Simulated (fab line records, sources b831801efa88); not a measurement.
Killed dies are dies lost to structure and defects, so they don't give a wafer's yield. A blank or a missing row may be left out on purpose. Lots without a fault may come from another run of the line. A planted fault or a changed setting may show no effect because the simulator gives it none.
fab line records | flow gf180mcu
record lots=5 wafers=15 last_day=33
route steps=602 shown VT_IMPLANT@116 MVSD@136 NWELL@137 LVPWELL@138 MVPSD@139 DUAL_GATE@141 POLY_GATE@157
lots that met no fault: from a run of the same line without faults
start_h: hours from the record's first day to the start of the lot's first wafer shown | wait_h: hours since the lot's step before | " the same as in the row above | L1.1+2: a row that stands for several wafers | - no value, or no start given | * or withheld: withheld | < > ~ a bound
route shown NAME@n: a module of which the file shows steps, and the number in the route of the first | usual: mean/standard deviation of fault-free wafers | same: alike in all rows | chamber/n: place in a boat | sites: the reading at each site | _std_site: their standard deviation | _edge_site: outer sites' mean less inner sites' | radius_mm: how far each site lies from the wafer's centre | mask NAME#n: copy n | behind: the tool/chamber that last shaped the wafer | hold: why the lot was held/for how many hours/how that ended | device: the transistor (n, p or np) that didn't switch | end of line: the same wafers' tests at the end of the route | a step without rows: its recipe alone | killed: dies lost to structure and defects at the first sort, not the wafer's yield | map: a wafer's dies, x killed, . not, _ none there
set.NAME: the setting as run; set.NAME@STEP: as run at that earlier step | model.NAME: the simulator's own value behind a step, which no gauge read
lots at some steps of the route; a table a step, a row a wafer
services: from which hour (start_h, from the record's first day; less than 0 if before it) a tool's chamber was out of use, for how many hours, and why
## steps
# step GF_VT_IMPLANT_EXPOSE_26
# recipe mask_id=LVPWELL_HV_AREA target_cd_nm=860 na=0.6 source_shape=conventional sigma_outer=0.6 dose_mj=140
# columns lot.wafer tool chamber start_h wait_h mask
L080.4+5+6 iline_stepper-01 0 - - LVPWELL_HV_AREA#0
L083.2+5+6 iline_stepper-01 0 - - LVPWELL_HV_AREA#0
L086.4+5+6 iline_stepper-02 0 - - LVPWELL_HV_AREA#0
L088.2+4+5 iline_stepper-02 0 - - LVPWELL_HV_AREA#0
L092.2+3+5 iline_stepper-02 0 - - LVPWELL_HV_AREA#0
# step GF_VT_IMPLANT_PEB_27
# recipe temp_c=withheld time_s=* resist=NOVOLAK
# same time_s=*
# columns lot.wafer tool chamber start_h wait_h
L080.4+5+6 litho_track-04 0 - -
L083.2+5+6 litho_track-01 0 - -
L086.4+5+6 litho_track-04 0 - -
L088.2+4+5 litho_track-01 0 - -
L092.2+3+5 litho_track-01 0 - -
# step GF_VT_IMPLANT_DEVELOP_28
# recipe develop_time_s=60 dev_temp_c=23
# columns lot.wafer tool chamber start_h wait_h
L080.4+5+6 litho_track-04 0 183.75 0.1
L083.2+5+6 litho_track-01 0 199.49 0.1
L086.4+5+6 litho_track-04 0 222.25 0.1
L088.2+4+5 litho_track-01 0 232.28 0.1
L092.2+3+5 litho_track-01 0 259.28 0.1
# step GF_VT_IMPLANT_OVL_MEAS_29
# usual VT_IMPLANT_02_OVL=0.2/0.98
# columns lot.wafer tool chamber start_h wait_h VT_IMPLANT_02_OVL[nm]
L080.4 overlay-01 - 183.85 0.1 -1.4
L080.5 " - " " -1.1
L080.6 " - " " 0.1
L083.2 overlay-01 - 199.62 0.1 1.0
L083.5 " - " " 0.9
L083.6 " - " " 1.8
L086.4 overlay-01 - 222.34 0.1 0.1
L086.5 " - " " -0.8
L086.6 " - " " -0.2
L088.2 overlay-01 - 232.42 0.1 -0.1
L088.4 " - " " -0.1
L088.5 " - " " -0.4
L092.2 overlay-01 - 259.42 0.1 0.6
L092.3 " - " " 1.4
L092.5 " - " " 1.8
# step GF_VT_IMPLANT_IMPLANT_30
# recipe species=B energy_kev=25 dose_cm2=2.534e+12 tilt_deg=7
# columns lot.wafer tool chamber start_h wait_h
L080.4+5+6 implanter-03 0 183.94 0.1
L083.2+5+6 implanter-01 0 199.67 0.0
L086.4+5+6 implanter-03 0 222.44 0.1
L088.2+4+5 implanter-04 0 232.47 0.0
L092.2+3+5 implanter-04 0 259.47 0.0
# step GF_VT_IMPLANT_STRIP_31
# recipe chemistry=O2/N2 power_w=1400 pressure_mtorr=1500 platen_temp_c=250 o2_flow_sccm=3000 n2_flow_sccm=300 overash_fraction=0.5
# usual drypump_motor_current_A=6.0/0.65 heater_power_w=338/23 oes_product_au=0.716/0.0043 strip_time_to_endpoint_s=12.63/0.039
# columns lot.wafer tool chamber start_h wait_h drypump_motor_current_A heater_power_w oes_product_au rf_hours_counter_h strip_time_to_endpoint_s
L080.4 plasma_asher-04 0 184.05 0.1 6.7 322 0.714 - 12.66
L080.5 " 0 " " 6.7 318 0.723 - 12.65
L080.6 " 1 " " 4.7 359 0.722 - 12.66
L083.2 plasma_asher-03 1 199.80 0.1 6.0 314 0.718 55 12.63
L083.5 " 0 " " 6.7 349 0.717 - 12.61
L083.6 " 1 " " 6.0 302 0.719 - 12.67
L086.4 plasma_asher-03 1 222.55 0.1 6.0 303 0.720 - 12.68
L086.5 " 0 " " 6.7 360 0.715 - 12.65
L086.6 " 1 " " 6.0 312 0.709 - 12.67
L088.2 plasma_asher-03 1 232.60 0.1 6.0 304 0.707 60 12.58
L088.4 " 0 " " 6.7 364 0.719 - 12.57
L088.5 " 0 " " 6.7 367 0.717 - 12.59
L092.2 plasma_asher-04 1 259.60 0.1 4.8 367 0.718 10 12.66
L092.3 " 0 " " 6.7 337 0.724 - 12.64
L092.5 " 1 " " 4.8 369 0.712 - 12.69
# step GF_VT_IMPLANT_TW_MEAS_32
# usual VT_IMPLANT_3_TW=270.0/1.7
# columns lot.wafer tool chamber start_h wait_h VT_IMPLANT_3_TW
L080.4 film_metro-02 - 184.14 0.1 268.5
L080.5 " - " " 269.7
L080.6 " - " " 268.3
L083.2 film_metro-03 - 199.91 0.1 270.2
L083.5 " - " " 270.1
L083.6 " - " " 270.5
L086.4 film_metro-02 - 222.64 0.1 271.3
L086.5 " - " " 272.7
L086.6 " - " " 270.8
L088.2 film_metro-02 - 232.71 0.1 271.8
L088.4 " - " " 271.3
L088.5 " - " " 271.7
L092.2 film_metro-02 - 259.71 0.1 268.5
L092.3 " - " " 268.4
L092.5 " - " " 269.9
# step GF_VT_IMPLANT_DEHYDRATE_33
# recipe temp_c=200 time_s=62.6
# usual plate_sensor_t_centre_C=201.07/0.01 plate_sensor_t_edge_C=201.56/0.01
# same time_s=62.6
# columns lot.wafer tool chamber start_h wait_h plate_sensor_t_centre_C plate_sensor_t_edge_C
L080.4 litho_track-01 0 191.14 7.0 201.07 201.57
L080.5 " 0 " " 201.06 201.53
L080.6 " 0 " " 201.08 201.56
L083.2 litho_track-04 0 207.15 7.2 201.08 201.56
L083.5 " 0 " " 201.07 201.55
L083.6 " 0 " " 201.06 201.56
L086.4 litho_track-01 0 230.63 8.0 201.06 201.56
L086.5 " 0 " " 201.06 201.56
L086.6 " 0 " " 201.06 201.57
L088.2 litho_track-04 0 241.45 8.7 201.07 201.55
L088.4 " 0 " " 201.05 201.55
L088.5 " 0 " " 201.07 201.58
L092.2 litho_track-03 0 268.08 8.4 201.07 201.56
L092.3 " 0 " " 201.08 201.57
L092.5 " 0 " " 201.06 201.54
# step GF_VT_IMPLANT_HMDS_34
# recipe prime_time_s=60 prime_temp_c=120
# columns lot.wafer tool chamber start_h wait_h
L080.4+5+6 litho_track-01 0 191.29 0.1
L083.2+5+6 litho_track-04 0 207.30 0.1
L086.4+5+6 litho_track-01 0 230.78 0.1
L088.2+4+5 litho_track-04 0 241.60 0.1
L092.2+3+5 litho_track-03 0 268.23 0.1
# step GF_VT_IMPLANT_COAT_35
# recipe resist=NOVOLAK spin_rpm=3000 resist_thk_nm=1000
# columns lot.wafer tool chamber start_h wait_h
L080.4+5+6 litho_track-01 0 191.44 0.1
L083.2+5+6 litho_track-04 0 207.45 0.1
L086.4+5+6 litho_track-01 0 230.93 0.1
L088.2+4+5 litho_track-04 0 241.75 0.1
L092.2+3+5 litho_track-03 0 268.38 0.1
# step GF_VT_IMPLANT_SOFTBAKE_36
# recipe temp_c=90 time_s=60 resist=NOVOLAK
# usual plate_temp_C=89.97/0.15
# same time_s=60
# columns lot.wafer tool chamber start_h wait_h plate_temp_C
L080.4 litho_track-01 0 191.59 0.1 90.01
L080.5 " 0 " " 89.84
L080.6 " 0 " " 89.83
L083.2 litho_track-04 0 207.60 0.1 89.85
L083.5 " 0 " " 89.94
L083.6 " 0 " " 89.52
L086.4 litho_track-01 0 231.08 0.1 90.18
L086.5 " 0 " " 89.92
L086.6 " 0 " " 90.07
L088.2 litho_track-04 0 241.90 0.1 90.13
L088.4 " 0 " " 90.11
L088.5 " 0 " " 90.22
L092.2 litho_track-03 0 268.53 0.1 90.17
L092.3 " 0 " " 89.96
L092.5 " 0 " " 89.99
# step GF_VT_IMPLANT_EXPOSE_37
# recipe mask_id=Nwell_HV_AREA target_cd_nm=860 na=0.6 source_shape=conventional sigma_outer=0.6 dose_mj=140
# columns lot.wafer tool chamber start_h wait_h mask
L080.4+5+6 iline_stepper-02 0 - - Nwell_HV_AREA#0
L083.2+5+6 iline_stepper-01 0 - - Nwell_HV_AREA#0
L086.4+5+6 iline_stepper-02 0 - - Nwell_HV_AREA#0
L088.2+4+5 iline_stepper-01 0 - - Nwell_HV_AREA#0
L092.2+3+5 iline_stepper-02 0 - - Nwell_HV_AREA#0
# step GF_VT_IMPLANT_PEB_38
# recipe temp_c=withheld time_s=* resist=NOVOLAK
# same time_s=*
# columns lot.wafer tool chamber start_h wait_h
L080.4+5+6 litho_track-01 0 - -
L083.2+5+6 litho_track-04 0 - -
L086.4+5+6 litho_track-04 0 - -
L088.2+4+5 litho_track-03 0 - -
L092.2+3+5 litho_track-04 0 - -
# step GF_VT_IMPLANT_DEVELOP_39
# recipe develop_time_s=60 dev_temp_c=23
# columns lot.wafer tool chamber start_h wait_h
L080.4+5+6 litho_track-01 0 199.84 0.1
L083.2+5+6 litho_track-04 0 215.90 0.1
L086.4+5+6 litho_track-04 0 239.85 0.1
L088.2+4+5 litho_track-03 0 250.78 0.1
L092.2+3+5 litho_track-04 0 278.20 0.1
# step GF_VT_IMPLANT_OVL_MEAS_40
# usual VT_IMPLANT_03_OVL=0.6/1.3
# columns lot.wafer tool chamber start_h wait_h VT_IMPLANT_03_OVL[nm]
L080.4 overlay-01 - 199.93 0.1 0.5
L080.5 " - " " 0.2
L080.6 " - " " -0.7
L083.2 overlay-02 - 216.03 0.1 1.8
L083.5 " - " " 2.3
L083.6 " - " " 3.6
L086.4 overlay-02 - 239.94 0.1 0.7
L086.5 " - " " 0.8
L086.6 " - " " 1.1
L088.2 overlay-01 - 250.91 0.1 2.6
L088.4 " - " " 3.3
L088.5 " - " " 2.3
L092.2 overlay-01 - 278.33 0.1 1.3
L092.3 " - " " 0.2
L092.5 " - " " 0.8
# step GF_VT_IMPLANT_IMPLANT_41
# recipe species=As energy_kev=70 dose_cm2=1.013e+12 tilt_deg=7
# columns lot.wafer tool chamber start_h wait_h
L080.4+5+6 implanter-03 0 200.02 0.1
L083.2+5+6 implanter-03 0 216.09 0.0
L086.4+5+6 implanter-03 0 240.04 0.1
L088.2+4+5 implanter-03 0 250.97 0.0
L092.2+3+5 implanter-01 0 278.39 0.0
# step GF_VT_IMPLANT_STRIP_42
# recipe chemistry=O2/N2 power_w=1400 pressure_mtorr=1500 platen_temp_c=250 o2_flow_sccm=3000 n2_flow_sccm=300 overash_fraction=0.5
# usual drypump_motor_current_A=6.0/0.64 heater_power_w=338/22 oes_product_au=0.716/0.0046 strip_time_to_endpoint_s=12.64/0.037
# columns lot.wafer tool chamber start_h wait_h drypump_motor_current_A heater_power_w oes_product_au rf_hours_counter_h strip_time_to_endpoint_s
L080.4 plasma_asher-04 0 200.13 0.1 6.7 329 0.709 - 12.61
L080.5 " 0 " " 6.7 332 0.721 - 12.65
L080.6 " 1 " " 4.7 358 0.713 - 12.62
L083.2 plasma_asher-03 1 216.21 0.1 5.9 306 0.715 57 12.71
L083.5 " 1 " " 5.9 305 0.717 - 12.66
L083.6 " 0 " " 6.7 357 0.716 - 12.66
L086.4 plasma_asher-03 1 240.15 0.1 6.0 309 0.710 - 12.69
L086.5 " 0 " " 6.6 365 0.717 - 12.71
L086.6 " 1 " " 6.0 311 0.715 - 12.71
L088.2 plasma_asher-03 1 251.09 0.1 6.0 305 0.705 62 12.62
L088.4 " 0 " " 6.7 358 0.716 - 12.59
L088.5 " 0 " " 6.6 365 0.708 - 12.61
L092.2 plasma_asher-03 0 278.51 0.1 6.6 353 0.713 66 12.57
L092.3 " 0 " " 6.7 367 0.713 - 12.59
L092.5 " 0 " " 6.6 364 0.722 - 12.61
# step GF_VT_IMPLANT_TW_MEAS_43
# usual VT_IMPLANT_4_TW=693/3.7
# columns lot.wafer tool chamber start_h wait_h VT_IMPLANT_4_TW
L080.4 film_metro-02 - 200.23 0.1 691
L080.5 " - " " 696
L080.6 " - " " 694
L083.2 film_metro-02 - 216.32 0.1 700
L083.5 " - " " 695
L083.6 " - " " 699
L086.4 film_metro-04 - 240.24 0.1 689
L086.5 " - " " 691
L086.6 " - " " 689
L088.2 film_metro-02 - 251.20 0.1 694
L088.4 " - " " 696
L088.5 " - " " 695
L092.2 film_metro-02 - 278.62 0.1 697
L092.3 " - " " 692
L092.5 " - " " 693
# step GF_VT_IMPLANT_CLEAN_44
# recipe chemistry=SC1/SC2 mix=1:4:20 temp_c=70 time_s=150 dry=n2_spin
# same time_s=150
# columns lot.wafer tool chamber start_h wait_h
L080.4+5+6 wet_bench-04 3 200.26 0.0
L083.2+5+6 wet_bench-04 3 216.37 0.0
L086.4+5+6 wet_bench-04 2 240.27 0.0
L088.2+4+5 wet_bench-04 0 251.33 0.1
L092.2+3+5 wet_bench-03 1 278.67 0.0
# step GF_VT_IMPLANT_RTA_45
# recipe temp_c=1050 time_s=30 ambient=N2
# usual lamp_power_pct=39/5.3 wafer_temp_C_max=1055.8/2.1
# same time_s=30
# columns lot.wafer tool chamber start_h wait_h lamp_power_pct wafer_temp_C_max
L080.4 rtp_anneal-02 0 200.36 0.1 44 1055.9
L080.5 " 0 " " 44 1057.9
L080.6 " 0 " " 44 1061.1
L083.2 rtp_anneal-02 0 216.44 0.0 44 1057.5
L083.5 " 0 " " 44 1055.5
L083.6 " 0 " " 44 1056.4
L086.4 rtp_anneal-02 0 240.37 0.1 44 1057.1
L086.5 " 0 " " 44 1057.9
L086.6 " 0 " " 44 1056.9
L088.2 rtp_anneal-01 0 251.40 0.0 33 1053.7
L088.4 " 0 " " 33 1054.3
L088.5 " 0 " " 33 1053.4
L092.2 rtp_anneal-02 0 278.74 0.0 44 1060.1
L092.3 " 0 " " 44 1057.1
L092.5 " 0 " " 44 1057.7
# step GF_VT_IMPLANT_RS_MEAS_46
# recipe thk_meas_gauge=four-point-probe
# usual MVSD_RS=457.1/1.3
# columns lot.wafer tool chamber start_h wait_h MVSD_RS[ohm/sq]
L080.4 film_metro-03 - 200.47 0.1 457.5
L080.5 " - " " 457.1
L080.6 " - " " 456.6
L083.2 film_metro-03 - 216.54 0.1 456.0
L083.5 " - " " 456.9
L083.6 " - " " 456.1
L086.4 film_metro-01 - 240.48 0.1 457.3
L086.5 " - " " 458.1
L086.6 " - " " 458.7
L088.2 film_metro-04 - 251.50 0.1 456.8
L088.4 " - " " 456.7
L088.5 " - " " 454.9
L092.2 film_metro-03 - 278.85 0.1 457.0
L092.3 " - " " 457.5
L092.5 " - " " 457.4
# step GF_VT_IMPLANT_RS_MEAS_47
# recipe thk_meas_gauge=four-point-probe
# usual NWELL_RS=487.6/1.3
# columns lot.wafer tool chamber start_h wait_h NWELL_RS[ohm/sq]
L080.4 film_metro-03 - 200.59 0.1 489.3
L080.5 " - " " 488.2
L080.6 " - " " 486.9
L083.2 film_metro-03 - 216.66 0.1 488.4
L083.5 " - " " 487.8
L083.6 " - " " 488.0
L086.4 film_metro-01 - 240.60 0.1 487.9
L086.5 " - " " 489.3
L086.6 " - " " 488.1
L088.2 film_metro-04 - 251.62 0.1 486.5
L088.4 " - " " 485.8
L088.5 " - " " 485.4
L092.2 film_metro-03 - 278.97 0.1 485.8
L092.3 " - " " 487.4
L092.5 " - " " 485.7
# step GF_VT_IMPLANT_RS_MEAS_48
# recipe thk_meas_gauge=four-point-probe
# usual LVPWELL_RS=1197/3.1
# columns lot.wafer tool chamber start_h wait_h LVPWELL_RS[ohm/sq]
L080.4 film_metro-03 - 200.71 0.1 1194
L080.5 " - " " 1191
L080.6 " - " " 1190
L083.2 film_metro-03 - 216.78 0.1 1196
L083.5 " - " " 1195
L083.6 " - " " 1190
L086.4 film_metro-01 - 240.72 0.1 1198
L086.5 " - " " 1198
L086.6 " - " " 1200
L088.2 film_metro-04 - 251.74 0.1 1200
L088.4 " - " " 1204
L088.5 " - " " 1198
L092.2 film_metro-03 - 279.09 0.1 1196
L092.3 " - " " 1196
L092.5 " - " " 1191
# step GF_VT_IMPLANT_RS_MEAS_49
# recipe thk_meas_gauge=four-point-probe
# usual MVPSD_RS=1172.4/2.7
# columns lot.wafer tool chamber start_h wait_h MVPSD_RS[ohm/sq]
L080.4 film_metro-03 - 200.83 0.1 1169.4
L080.5 " - " " 1172.7
L080.6 " - " " 1171.5
L083.2 film_metro-03 - 216.90 0.1 1175.2
L083.5 " - " " 1166.3
L083.6 " - " " 1170.9
L086.4 film_metro-01 - 240.84 0.1 1173.4
L086.5 " - " " 1173.0
L086.6 " - " " 1173.3
L088.2 film_metro-04 - 251.86 0.1 1177.1
L088.4 " - " " 1174.3
L088.5 " - " " 1174.7
L092.2 film_metro-03 - 279.21 0.1 1172.9
L092.3 " - " " 1169.6
L092.5 " - " " 1170.4
# step GF_VT_IMPLANT_WET_ETCH_50
# recipe chemistry=dHF target_depth_nm=20 target=SiO2 temp_c=25 dilution=100:1 time_s=400
# same time_s=400
# columns lot.wafer tool chamber start_h wait_h
L080.4+5+6 wet_bench-03 3 200.89 0.0
L083.2+5+6 wet_bench-03 0 217.00 0.1
L086.4+5+6 wet_bench-03 0 240.90 0.0
L088.2+4+5 wet_bench-03 1 251.96 0.1
L092.2+3+5 wet_bench-04 2 279.31 0.1
# step GF_DUAL_GATE_CLEAN_00
# recipe chemistry=SC1/SC2 mix=1:4:20 temp_c=70 time_s=150
# same time_s=150
# columns lot.wafer tool chamber start_h wait_h
L080.4+5+6 wet_bench-02 0 201.01 0.0
L083.2+5+6 wet_bench-04 3 217.12 0.0
L086.4+5+6 wet_bench-04 2 241.03 0.0
L088.2+4+5 wet_bench-04 3 252.08 0.0
L092.2+3+5 wet_bench-03 0 279.43 0.0
# step GF_DUAL_GATE_CLEAN_01
# recipe chemistry=dHF time_s=20 dilution=100:1 dry=ipa_marangoni
# same time_s=20
# columns lot.wafer tool chamber start_h wait_h
L080.4+5+6 wet_bench-03 1 201.11 0.0
L083.2+5+6 wet_bench-02 3 217.17 0.0
L086.4+5+6 wet_bench-02 3 241.08 0.0
L088.2+4+5 wet_bench-03 1 252.13 0.0
L092.2+3+5 wet_bench-02 2 279.48 0.0
# step GF_DUAL_GATE_OXIDATION_02
# recipe temp_c=902.4 ambient=O2 stabilise_s=600 purge_s=300 target_thk_a=108.87 ox_time_s=1602
# usual ox_temp_c_max=906.6/1.3
# same stabilise_s=600
# columns lot.wafer tool chamber start_h wait_h ox_temp_c_max
L080.4 furnace-02 0 201.54 0.4 905.3
L080.5 " 0 " " 904.8
L080.6 " 0 " " 904.4
L083.2 furnace-02 0 217.99 0.8 904.5
L083.5 " 0 " " 904.8
L083.6 " 0 " " 904.4
L086.4 furnace-01 0 241.51 0.4 906.5
L086.5 " 0 " " 907.5
L086.6 " 0 " " 906.7
L088.2 furnace-01 0 252.14 0.0 907.4
L088.4 " 0 " " 906.4
L088.5 " 0 " " 908.2
L092.2 furnace-01 0 279.49 0.0 906.4
L092.3 " 0 " " 907.3
L092.5 " 0 " " 906.9
# step GF_DUAL_GATE_THK_MEAS_03
# recipe reads=SiO2_of_DUAL_GATE_OXIDATION_02
# usual DUAL_GATE_OXIDATION_00_THK=11.16/0.26
# columns lot.wafer tool chamber start_h wait_h DUAL_GATE_OXIDATION_00_THK[nm]
L080.4 film_metro-02 - 203.02 0.0 11.13
L080.5 " - " " 11.01
L080.6 " - " " 11.25
L083.2 film_metro-01 - 219.44 0.0 10.95
L083.5 " - " " 10.72
L083.6 " - " " 10.70
L086.4 film_metro-04 - 242.99 0.0 11.59
L086.5 " - " " 11.59
L086.6 " - " " 11.70
L088.2 film_metro-02 - 253.60 0.0 11.74
L088.4 " - " " 11.59
L088.5 " - " " 11.73
L092.2 film_metro-04 - 280.95 0.0 11.12
L092.3 " - " " 11.16
L092.5 " - " " 11.34
# step GF_DUAL_GATE_DEHYDRATE_04
# recipe temp_c=200 time_s=60
# usual plate_temp_C=200.00/0.14
# same time_s=60
# columns lot.wafer tool chamber start_h wait_h plate_temp_C
L080.4 litho_track-03 0 210.83 7.8 199.96
L080.5 " 0 " " 200.06
L080.6 " 0 " " 199.86
L083.2 litho_track-04 0 227.50 8.0 200.08
L083.5 " 0 " " 200.10
L083.6 " 0 " " 200.10
L086.4 litho_track-03 0 251.63 8.6 199.98
L086.5 " 0 " " 199.95
L086.6 " 0 " " 200.15
L088.2 litho_track-04 0 262.15 8.5 199.84
L088.4 " 0 " " 199.80
L088.5 " 0 " " 199.86
L092.2 litho_track-03 0 290.88 9.9 199.89
L092.3 " 0 " " 200.22
L092.5 " 0 " " 200.25
# step GF_DUAL_GATE_HMDS_05
# recipe prime_time_s=60 prime_temp_c=120
# columns lot.wafer tool chamber start_h wait_h
L080.4+5+6 litho_track-03 0 210.98 0.1
L083.2+5+6 litho_track-04 0 227.65 0.1
L086.4+5+6 litho_track-03 0 251.78 0.1
L088.2+4+5 litho_track-04 0 262.30 0.1
L092.2+3+5 litho_track-03 0 291.03 0.1
# step GF_DUAL_GATE_COAT_06
# recipe resist=NOVOLAK spin_rpm=3000 resist_thk_nm=1000
# columns lot.wafer tool chamber start_h wait_h
L080.4+5+6 litho_track-03 0 211.13 0.1
L083.2+5+6 litho_track-04 0 227.80 0.1
L086.4+5+6 litho_track-03 0 251.93 0.1
L088.2+4+5 litho_track-04 0 262.45 0.1
L092.2+3+5 litho_track-03 0 291.18 0.1
# step GF_DUAL_GATE_SOFTBAKE_07
# recipe temp_c=90 time_s=60 resist=NOVOLAK
# usual plate_temp_C=89.97/0.13
# same time_s=60
# columns lot.wafer tool chamber start_h wait_h plate_temp_C
L080.4 litho_track-03 0 211.28 0.1 89.87
L080.5 " 0 " " 89.96
L080.6 " 0 " " 89.90
L083.2 litho_track-04 0 227.95 0.1 89.72
L083.5 " 0 " " 89.90
L083.6 " 0 " " 89.84
L086.4 litho_track-03 0 252.08 0.1 90.10
L086.5 " 0 " " 89.86
L086.6 " 0 " " 89.86
L088.2 litho_track-04 0 262.60 0.1 89.99
L088.4 " 0 " " 90.01
L088.5 " 0 " " 89.93
L092.2 litho_track-03 0 291.33 0.1 89.98
L092.3 " 0 " " 89.87
L092.5 " 0 " " 89.90
# step GF_DUAL_GATE_EXPOSE_08
# recipe mask_id=Dualgate target_cd_nm=700 na=0.6 source_shape=conventional sigma_outer=0.6 dose_mj=140
# columns lot.wafer tool chamber start_h wait_h mask
L080.4+5+6 iline_stepper-01 0 - - Dualgate#0
L083.2+5+6 iline_stepper-02 0 - - Dualgate#0
L086.4+5+6 iline_stepper-02 0 - - Dualgate#0
L088.2+4+5 iline_stepper-02 0 - - Dualgate#0
L092.2+3+5 iline_stepper-02 0 - - Dualgate#0
# step GF_DUAL_GATE_PEB_09
# recipe temp_c=withheld time_s=* resist=NOVOLAK
# same time_s=*
# columns lot.wafer tool chamber start_h wait_h
L080.4+5+6 litho_track-04 0 - -
L083.2+5+6 litho_track-03 0 - -
L086.4+5+6 litho_track-04 0 - -
L088.2+4+5 litho_track-04 0 - -
L092.2+3+5 litho_track-04 0 - -
# step GF_DUAL_GATE_DEVELOP_10
# recipe develop_time_s=60 dev_temp_c=23
# columns lot.wafer tool chamber start_h wait_h
L080.4+5+6 litho_track-04 0 220.35 0.1
L083.2+5+6 litho_track-03 0 237.18 0.1
L086.4+5+6 litho_track-04 0 261.15 0.1
L088.2+4+5 litho_track-04 0 271.70 0.1
L092.2+3+5 litho_track-04 0 300.80 0.1
# step GF_DUAL_GATE_OVL_MEAS_11
# usual DUAL_GATE_OVL=1.1/1.4
# columns lot.wafer tool chamber start_h wait_h DUAL_GATE_OVL[nm]
L080.4 overlay-02 - 220.44 0.1 0.6
L080.5 " - " " 0.4
L080.6 " - " " 0.5
L083.2 overlay-02 - 237.31 0.1 1.4
L083.5 " - " " 3.0
L083.6 " - " " 1.9
L086.4 overlay-01 - 261.24 0.1 -1.7
L086.5 " - " " 1.4
L086.6 " - " " -0.2
L088.2 overlay-02 - 271.83 0.1 2.8
L088.4 " - " " 1.5
L088.5 " - " " 1.5
L092.2 overlay-01 - 300.93 0.1 1.5
L092.3 " - " " 3.0
L092.5 " - " " 2.7
# step GF_DUAL_GATE_WET_ETCH_12
# recipe chemistry=dHF target_depth_nm=13 dry=n2_spin target=SiO2 temp_c=25 dilution=100:1 time_s=260
# same time_s=260
# columns lot.wafer tool chamber start_h wait_h
L080.4+5+6 wet_bench-04 3 220.46 0.0
L083.2+5+6 wet_bench-04 3 237.34 0.0
L086.4+5+6 wet_bench-03 1 261.26 0.0
L088.2+4+5 wet_bench-04 1 271.86 0.0
L092.2+3+5 wet_bench-03 2 300.96 0.0
# step GF_DUAL_GATE_STRIP_13
# recipe chemistry=O2/N2 power_w=1400 pressure_mtorr=1500 platen_temp_c=250 o2_flow_sccm=3000 n2_flow_sccm=300 overash_fraction=0.5
# usual drypump_motor_current_A=5.9/0.37 heater_power_w=321/25 oes_product_au=0.716/0.0046 strip_time_to_endpoint_s=12.62/0.038
# columns lot.wafer tool chamber start_h wait_h drypump_motor_current_A heater_power_w oes_product_au rf_hours_counter_h strip_time_to_endpoint_s
L080.4 plasma_asher-02 0 220.58 0.0 5.6 322 0.718 - 12.63
L080.5 " 0 " " 5.6 323 0.714 - 12.66
L080.6 " 1 " " 6.2 360 0.719 - 12.60
L083.2 plasma_asher-01 0 237.43 0.0 5.5 300 0.720 45 12.62
L083.5 " 1 " " 5.8 315 0.710 - 12.64
L083.6 " 0 " " 5.6 299 0.724 - 12.61
L086.4 plasma_asher-03 1 261.38 0.0 6.0 307 0.724 - 12.65
L086.5 " 1 " " 6.0 310 0.718 - 12.70
L086.6 " 0 " " 6.7 354 0.713 - 12.66
L088.2 plasma_asher-01 0 271.94 0.0 5.6 290 0.714 49 12.54
L088.4 " 0 " " 5.6 294 0.712 - 12.57
L088.5 " 1 " " 5.8 313 0.715 - 12.54
L092.2 plasma_asher-02 1 301.04 0.0 6.2 356 0.715 65 12.61
L092.3 " 1 " " 6.2 351 0.713 - 12.57
L092.5 " 0 " " 5.6 315 0.723 - 12.59
# step GF_DUAL_GATE_CLEAN_14
# recipe chemistry=SC1/SC2 mix=1:4:20 temp_c=70 time_s=150 dry=n2_spin
# same time_s=150
# columns lot.wafer tool chamber start_h wait_h
L080.4+5+6 wet_bench-03 3 220.64 0.0
L083.2+5+6 wet_bench-02 3 237.53 0.1
L086.4+5+6 wet_bench-04 3 261.44 0.0
L088.2+4+5 wet_bench-03 1 272.04 0.1
L092.2+3+5 wet_bench-04 3 301.14 0.1
# step GF_DUAL_GATE_OXIDATION_15
# recipe temp_c=850 ambient=O2 stabilise_s=600 purge_s=300 target_thk_a=70.98 ox_time_s=1995
# usual ox_temp_c_max=853.4/1.2
# same stabilise_s=600
# columns lot.wafer tool chamber start_h wait_h ox_temp_c_max
L080.4 furnace-01 0 221.51 0.8 854.7
L080.5 " 0 " " 855.3
L080.6 " 0 " " 854.8
L083.2 furnace-02 0 237.58 0.0 851.4
L083.5 " 0 " " 852.0
L083.6 " 0 " " 852.5
L086.4 furnace-02 0 262.15 0.7 852.5
L086.5 " 0 " " 852.2
L086.6 " 0 " " 852.1
L088.2 furnace-02 0 272.09 0.0 851.2
L088.4 " 0 " " 851.3
L088.5 " 0 " " 853.3
L092.2 furnace-01 0 301.51 0.3 854.0
L092.3 " 0 " " 853.2
L092.5 " 0 " " 853.8
# step GF_POLY_GATE_CVD_00
# recipe material=poly-Si target_thk_nm=200 temp_c=615 time_s=1200 pressure_mtorr=200
# same time_s=1200
# columns lot.wafer tool chamber start_h wait_h
L080.4+5+6 lpcvd-01 0 224.07 1.0
L083.2+5+6 lpcvd-01 0 239.13 0.0
L086.4+5+6 lpcvd-01 0 263.71 0.0
L088.2+4+5 lpcvd-02 1 273.65 0.0
L092.2+3+5 lpcvd-01 1 303.07 0.0
# step GF_POLY_GATE_THK_MEAS_01
# recipe reads=poly-Si_of_POLY_GATE_CVD_00
# usual POLY_GATE_CVD_00_THK=178.6/2
# columns lot.wafer tool chamber start_h wait_h POLY_GATE_CVD_00_THK[nm]
L080.4 film_metro-02 - 226.10 0.0 177.6
L080.5 " - " " 178.8
L080.6 " - " " 176.8
L083.2 film_metro-03 - 240.48 0.0 178.9
L083.5 " - " " 181.2
L083.6 " - " " 179.1
L086.4 film_metro-02 - 265.07 0.0 179.4
L086.5 " - " " 179.6
L086.6 " - " " 180.9
L088.2 film_metro-03 - 275.66 0.0 179.3
L088.4 " - " " 178.3
L088.5 " - " " 179.6
L092.2 film_metro-03 - 305.08 0.0 179.0
L092.3 " - " " 178.7
L092.5 " - " " 178.9
## services
# columns tool chamber start_h hours kind
furnace-02 - 162.81 4.1 pm
implanter-01 - 172.00 0.6 repair
iline_stepper-02 - 177.42 2.9 repair
furnace-01 - 177.59 2.4 pm
iline_stepper-02 - 185.17 2.1 pm
iline_stepper-02 - 187.25 - consumable_replace:lamp
wet_bench-04 - 208.86 0.9 repair
plasma_asher-04 - 209.91 45.2 pm
implanter-01 - 220.09 5.1 pm
furnace-02 - 221.32 3.2 pm
iline_stepper-01 - 229.33 11.4 repair
wet_bench-02 - 251.25 1.6 repair
plasma_asher-04 - 263.11 3.0 repair
plasma_asher-04 - 265.02 10.6 repair
wet_bench-03 - 266.27 0.7 repair
plasma_asher-03 - 282.05 28.1 pm
rtp_anneal-01 - 288.98 1.0 pm
plasma_asher-01 - 298.09 4.5 repair
## key
fault none
